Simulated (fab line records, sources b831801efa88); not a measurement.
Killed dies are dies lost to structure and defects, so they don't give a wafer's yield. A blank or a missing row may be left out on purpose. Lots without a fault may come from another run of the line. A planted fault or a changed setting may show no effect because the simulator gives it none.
Which tool did it? | flow sky130 | 24 lots, 72 wafers sampled, at 6 steps of a route of 708

WHAT THE GAUGES READ, wafer by wafer
SKY_FIELD_ISO_CD_MEAS_13: target cd 150 nm. Usual: cd_nm 150.1 nm, standard deviation 1.4.
lot  | measured    | on        | cd_nm (nm)        | flag
L074 | day 2 06:20 | cd_sem-02 | 147.9 148.9 149.1 |
L075 | day 2 12:22 | cd_sem-02 | 149.2 149.0 152.1 |
L076 | day 2 16:32 | cd_sem-02 | 151.0 151.0 150.8 |
L077 | day 2 20:11 | cd_sem-01 | 151.2 151.8 152.1 |
L078 | day 3 01:41 | cd_sem-01 | 148.7 150.3 149.8 |
L079 | day 3 06:00 | cd_sem-02 | 148.8 149.0 148.8 |
L080 | day 3 11:14 | cd_sem-02 | 151.0 152.4 151.6 |
L081 | day 3 16:02 | cd_sem-02 | 151.0 150.8 150.1 |
L082 | day 3 23:10 | cd_sem-02 | 148.9 149.8 149.5 |
L083 | day 4 04:41 | cd_sem-02 | 148.9 151.7 150.4 |
L084 | day 4 08:34 | cd_sem-02 | 151.2 149.8 150.1 |
L085 | day 4 14:10 | cd_sem-02 | 150.3 150.6 149.3 |
L086 | day 4 19:19 | cd_sem-02 | 150.9 151.1 150.5 |
L087 | day 5 01:03 | cd_sem-02 | 152.7 152.7 153.1 |
L088 | day 5 05:34 | cd_sem-02 | 150.0 149.8 149.7 |
L089 | day 5 09:44 | cd_sem-02 | 148.1 148.7 149.9 |
L090 | day 5 16:39 | cd_sem-02 | 153.8 152.5 152.1 |
L091 | day 5 21:32 | cd_sem-01 | 150.1 148.5 150.1 |
L092 | day 6 04:04 | cd_sem-02 | 151.8 150.0 149.7 |
L093 | day 6 06:51 | cd_sem-01 | 149.0 149.7 149.8 |
L094 | day 6 12:25 | cd_sem-01 | 148.9 148.7 148.9 |
L095 | day 6 17:22 | cd_sem-02 | 147.6 148.6 149.3 |
L096 | day 6 22:43 | cd_sem-02 | 147.4 147.1 148.0 |
L097 | day 7 04:09 | cd_sem-01 | 150.3 152.3 150.9 |

SKY_NWELL_TW_MEAS_26. Usual: NWELL_2_TW 494.4, standard deviation 2.8.
lot  | measured     | on            | NWELL_2_TW        | flag
L074 | day 5 09:19  | film_metro-03 | 494.3 496.3 492.3 |
L075 | day 5 16:17  | film_metro-02 | 494.8 496.8 494.6 |
L076 | day 5 20:22  | film_metro-02 | 492.8 490.7 490.0 |
L077 | day 6 01:04  | film_metro-02 | 496.4 497.4 498.1 |
L078 | day 6 10:07  | film_metro-01 | 497.1 499.4 499.5 |
L079 | day 6 13:04  | film_metro-03 | 492.3 492.4 493.7 |
L080 | day 6 17:37  | film_metro-02 | 495.6 498.0 493.2 |
L081 | day 6 22:58  | film_metro-01 | 499.2 500.2 499.4 |
L082 | day 7 09:08  | film_metro-03 | 495.0 492.9 494.4 |
L083 | day 7 14:02  | film_metro-02 | 490.6 489.9 491.1 |
L084 | day 7 20:37  | film_metro-02 | 492.8 490.0 491.8 |
L085 | day 8 00:05  | film_metro-02 | 494.0 491.6 494.0 |
L086 | day 8 07:46  | film_metro-03 | 494.4 491.1 491.9 |
L087 | day 8 12:53  | film_metro-01 | 495.7 494.4 498.0 |
L088 | day 8 18:50  | film_metro-02 | 492.1 494.1 494.2 |
L089 | day 9 01:38  | film_metro-01 | 498.2 495.5 495.1 |
L090 | day 9 08:20  | film_metro-03 | 495.9 496.2 493.8 |
L091 | day 9 15:24  | film_metro-03 | 497.7 496.3 495.0 |
L092 | day 9 23:43  | film_metro-02 | 494.7 496.0 494.0 |
L093 | day 10 01:07 | film_metro-02 | 491.6 494.5 491.0 |
L094 | day 10 09:37 | film_metro-03 | 496.6 495.7 496.2 |
L095 | day 10 15:01 | film_metro-02 | 491.0 485.7 491.4 |
L096 | day 10 20:17 | film_metro-02 | 491.8 494.4 490.0 |
L097 | day 11 01:55 | film_metro-03 | 496.7 497.1 499.3 |

SKY_LDD_P_TW_MEAS_11. Usual: LDD_P_TW 635.0, standard deviation 2.9.
lot  | measured     | on            | LDD_P_TW          | flag
L074 | day 19 04:41 | film_metro-01 | 635.6 636.3 636.4 |
L075 | day 19 15:27 | film_metro-01 | 635.0 631.0 635.4 |
L076 | day 19 21:56 | film_metro-03 | 634.0 633.8 632.6 |
L077 | day 20 08:05 | film_metro-03 | 635.8 638.9 633.7 |
L078 | day 20 19:35 | film_metro-01 | 640.5 641.2 640.5 |
L079 | day 20 22:15 | film_metro-02 | 632.2 632.2 632.0 |
L080 | day 21 07:56 | film_metro-03 | 634.0 634.1 629.7 |
L081 | day 21 16:42 | film_metro-03 | 632.0 632.4 633.1 |
L082 | day 22 08:15 | film_metro-03 | 633.0 639.1 637.4 |
L083 | day 22 11:50 | film_metro-02 | 631.7 632.0 635.8 |
L084 | day 22 21:38 | film_metro-03 | 634.4 638.9 635.5 |
L085 | day 23 05:35 | film_metro-03 | 634.3 636.9 638.6 |
L086 | day 23 15:47 | film_metro-01 | 636.6 640.2 635.0 |
L087 | day 23 22:47 | film_metro-02 | 635.3 634.2 634.8 |
L088 | day 24 07:06 | film_metro-01 | 635.7 638.5 637.5 |
L089 | day 24 17:58 | film_metro-01 | 639.3 635.7 634.9 |
L090 | day 25 00:23 | film_metro-02 | 633.7 634.9 636.8 |
L091 | day 25 12:49 | film_metro-03 | 636.3 634.7 634.2 |
L092 | day 25 20:59 | film_metro-03 | 637.3 636.4 633.0 |
L093 | day 26 01:13 | film_metro-01 | 632.7 632.8 636.2 |
L094 | day 26 10:05 | film_metro-02 | 633.4 633.4 634.9 |
L095 | day 26 16:41 | film_metro-02 | 633.7 634.8 633.1 |
L096 | day 26 23:03 | film_metro-03 | 638.7 637.0 641.1 |
L097 | day 27 00:56 | film_metro-02 | 632.8 633.9 635.4 |

SKY_PASSIVATION_THK_MEAS_01. Usual: PASSIVATION_CVD_00_THK 89.9 nm, standard deviation 1.3.
lot  | measured     | on            | PASSIVATION_CVD_00_THK (nm) | flag
L074 | day 44 00:53 | film_metro-04 | 88.4 89.4 90.7              |
L075 | day 44 10:29 | film_metro-03 | 89.6 90.4 91.1              |
L076 | day 44 15:48 | film_metro-04 | 90.7 89.2 92.5              |
L077 | day 44 22:19 | film_metro-04 | 88.9 89.5 89.9              |
L078 | day 45 05:24 | film_metro-02 | 90.7 91.8 91.0              |
L079 | day 45 08:39 | film_metro-04 | 88.8 87.7 90.7              |
L080 | day 45 17:30 | film_metro-04 | 88.7 88.6 90.7              |
L081 | day 45 21:03 | film_metro-04 | 89.8 91.2 91.9              |
L082 | day 46 07:44 | film_metro-04 | 91.3 90.7 90.4              |
L083 | day 46 14:31 | film_metro-02 | 87.4 89.2 90.4              |
L084 | day 46 16:34 | film_metro-04 | 86.8 90.8 89.5              |
L085 | day 46 22:34 | film_metro-03 | 91.3 92.8 92.8              |
L086 | day 47 04:49 | film_metro-04 | 90.1 90.3 88.8              |
L087 | day 47 12:07 | film_metro-04 | 88.9 88.0 89.9              |
L088 | day 47 16:28 | film_metro-02 | 89.7 90.2 90.4              |
L089 | day 47 21:09 | film_metro-03 | 92.1 91.7 93.7              |
L090 | day 48 01:35 | film_metro-02 | 88.3 87.7 89.6              |
L091 | day 48 10:29 | film_metro-04 | 91.3 90.5 92.6              |
L092 | day 48 14:04 | film_metro-02 | 89.4 91.0 89.3              |
L093 | day 48 16:58 | film_metro-04 | 89.4 87.6 90.4              |
L094 | day 49 00:05 | film_metro-03 | 89.0 88.7 89.8              |
L095 | day 49 06:11 | film_metro-04 | 89.8 92.0 92.8              |
L096 | day 49 08:53 | film_metro-04 | 89.5 90.5 90.3              |
L097 | day 49 16:35 | film_metro-02 | 87.9 87.7 88.9              |

WHICH TOOL RAN EACH LOT (tool, then ch and the chambers of the sampled wafers, then the start)
lot  | SKY_SONOS_ONO_STRIP_17               | SKY_METAL5_SPUTTER_00
L074 | plasma_asher-02 ch 0,1, day 12 21:44 | pvd_sputter-03, day 43 01:14
L075 | plasma_asher-02 ch 0,1, day 13 03:41 | pvd_sputter-02, day 43 10:45
L076 | plasma_asher-01 ch 0,1, day 13 10:38 | pvd_sputter-04, day 43 15:17
L077 | plasma_asher-02 ch 0,1, day 13 14:50 | pvd_sputter-02, day 43 23:34
L078 | plasma_asher-03 ch 0,1, day 14 02:49 | pvd_sputter-04, day 44 06:26
L079 | plasma_asher-01 ch 0,1, day 14 06:28 | pvd_sputter-03, day 44 09:41
L080 | plasma_asher-02 ch 0,1, day 14 13:36 | pvd_sputter-02, day 44 18:41
L081 | plasma_asher-02 ch 0,1, day 14 21:50 | pvd_sputter-04, day 44 22:25
L082 | plasma_asher-03 ch 0,1, day 15 13:17 | pvd_sputter-03, day 45 09:16
L083 | plasma_asher-02 ch 0,1, day 15 17:05 | pvd_sputter-02, day 45 16:14
L084 | plasma_asher-03 ch 0,1, day 16 03:23 | pvd_sputter-04, day 45 18:25
L085 | plasma_asher-03 ch 1, day 16 07:05   | pvd_sputter-02, day 46 00:23
L086 | plasma_asher-01 ch 0,1, day 16 21:11 | pvd_sputter-04, day 46 07:03
L087 | plasma_asher-02 ch 1, day 17 02:15   | pvd_sputter-02, day 46 14:50
L088 | plasma_asher-03 ch 0,1, day 17 10:58 | pvd_sputter-04, day 46 18:55
L089 | plasma_asher-02 ch 0,1, day 17 19:31 | pvd_sputter-03, day 47 01:19
L090 | plasma_asher-03 ch 0,1, day 18 04:54 | pvd_sputter-04, day 47 05:37
L091 | plasma_asher-03 ch 0,1, day 18 15:17 | pvd_sputter-02, day 47 14:19
L092 | plasma_asher-01 ch 0,1, day 19 01:05 | pvd_sputter-04, day 47 17:21
L093 | plasma_asher-01 ch 0, day 19 05:56   | pvd_sputter-04, day 47 21:17
L094 | plasma_asher-03 ch 0,1, day 19 16:44 | pvd_sputter-03, day 48 05:17
L095 | plasma_asher-01 ch 0,1, day 19 23:32 | pvd_sputter-03, day 48 10:26
L096 | plasma_asher-02 ch 0,1, day 20 07:31 | pvd_sputter-04, day 48 13:21
L097 | plasma_asher-01 ch 0,1, day 20 10:11 | pvd_sputter-04, day 48 23:04
- SKY_SONOS_ONO_STRIP_17: strips in O2/N2.
- SKY_METAL5_SPUTTER_00: material Ti, target thk 15 nm, time 10 s.

WHAT THE TOOLS THEMSELVES READ (means of the sampled wafers that have a number; where no wafer has one, the mark that the record gives instead)
SKY_SONOS_ONO_STRIP_17. Usual: drypump_motor_current_A 5.7 A, standard deviation 0.64; oes_product_au 0.711 a.u., standard deviation 0.0045; strip_time_to_endpoint_s 14.10 s, standard deviation 0.036.
lot  | tool            | drypump_motor_current_A (A) | oes_product_au (a.u.) | strip_time_to_endpoint_s (s) | flag
L074 | plasma_asher-02 | 6.1                         | 0.711                 | 14.14                        |
L075 | plasma_asher-02 | 6.1                         | 0.713                 | 14.12                        |
L076 | plasma_asher-01 | 5.4                         | 0.706                 | 14.09                        |
L077 | plasma_asher-02 | 5.8                         | 0.714                 | 14.12                        |
L078 | plasma_asher-03 | 6.0                         | 0.710                 | 14.07                        |
L079 | plasma_asher-01 | 5.4                         | 0.712                 | 14.13                        |
L080 | plasma_asher-02 | 6.1                         | 0.711                 | 14.14                        |
L081 | plasma_asher-02 | 5.8                         | 0.713                 | 14.07                        |
L082 | plasma_asher-03 | 6.0                         | 0.708                 | 14.14                        |
L083 | plasma_asher-02 | 6.1                         | 0.709                 | 14.02                        |
L084 | plasma_asher-03 | 5.4                         | 0.709                 | 14.11                        |
L085 | plasma_asher-03 | 4.9                         | 0.708                 | 14.06                        |
L086 | plasma_asher-01 | 5.4                         | 0.711                 | 14.11                        |
L087 | plasma_asher-02 | 5.5                         | 0.713                 | 14.10                        |
L088 | plasma_asher-03 | 6.0                         | 0.715                 | 14.08                        |
L089 | plasma_asher-02 | 5.8                         | 0.713                 | 14.12                        |
L090 | plasma_asher-03 | 6.0                         | 0.715                 | 14.11                        |
L091 | plasma_asher-03 | 6.0                         | 0.707                 | 14.07                        |
L092 | plasma_asher-01 | 5.4                         | 0.708                 | 14.08                        |
L093 | plasma_asher-01 | 4.9                         | 0.712                 | 14.11                        |
L094 | plasma_asher-03 | 5.9                         | 0.708                 | 14.09                        |
L095 | plasma_asher-01 | 5.1                         | 0.712                 | 14.10                        |
L096 | plasma_asher-02 | 6.1                         | 0.712                 | 14.13                        |
L097 | plasma_asher-01 | 5.1                         | 0.709                 | 14.15                        |

SKY_METAL5_SPUTTER_00. Usual: throttle_valve_pct 30.0 %, standard deviation 1.
lot  | tool           | throttle_valve_pct (%) | flag
L074 | pvd_sputter-03 | 29.8                   |
L075 | pvd_sputter-02 | 29.2                   |
L076 | pvd_sputter-04 | 30.7                   |
L077 | pvd_sputter-02 | 29.8                   |
L078 | pvd_sputter-04 | 30.7                   |
L079 | pvd_sputter-03 | 30.6                   |
L080 | pvd_sputter-02 | 29.5                   |
L081 | pvd_sputter-04 | 30.2                   |
L082 | pvd_sputter-03 | 30.4                   |
L083 | pvd_sputter-02 | 29.8                   |
L084 | pvd_sputter-04 | 30.3                   |
L085 | pvd_sputter-02 | 29.3                   |
L086 | pvd_sputter-04 | 30.1                   |
L087 | pvd_sputter-02 | 29.1                   |
L088 | pvd_sputter-04 | 29.5                   |
L089 | pvd_sputter-03 | 31.0                   |
L090 | pvd_sputter-04 | 30.0                   |
L091 | pvd_sputter-02 | 28.4                   |
L092 | pvd_sputter-04 | 30.4                   |
L093 | pvd_sputter-04 | 30.0                   |
L094 | pvd_sputter-03 | 29.7                   |
L095 | pvd_sputter-03 | 29.7                   |
L096 | pvd_sputter-04 | 29.7                   |
L097 | pvd_sputter-04 | 29.9                   |

THE ANSWER, worked out from the rows above alone
Rule: a lot is off if the mean of its wafers that have a number lies more than 3 standard deviations from the usual mean. A lot without any number at a reading at which 4 lots or more have one is off too. The other lots that the step has rows for count as sound. The gauges are gone through in route order, then the tools' own readings, and for those a lot's mean is taken as printed above. The first step at which some lot is off is used, and at that step the reading that is off furthest; a lot without a number counts as furthest.
No lot is off at any reading shown: from this, nothing can be told.

WHAT THE SIMULATOR HAD PUT IN
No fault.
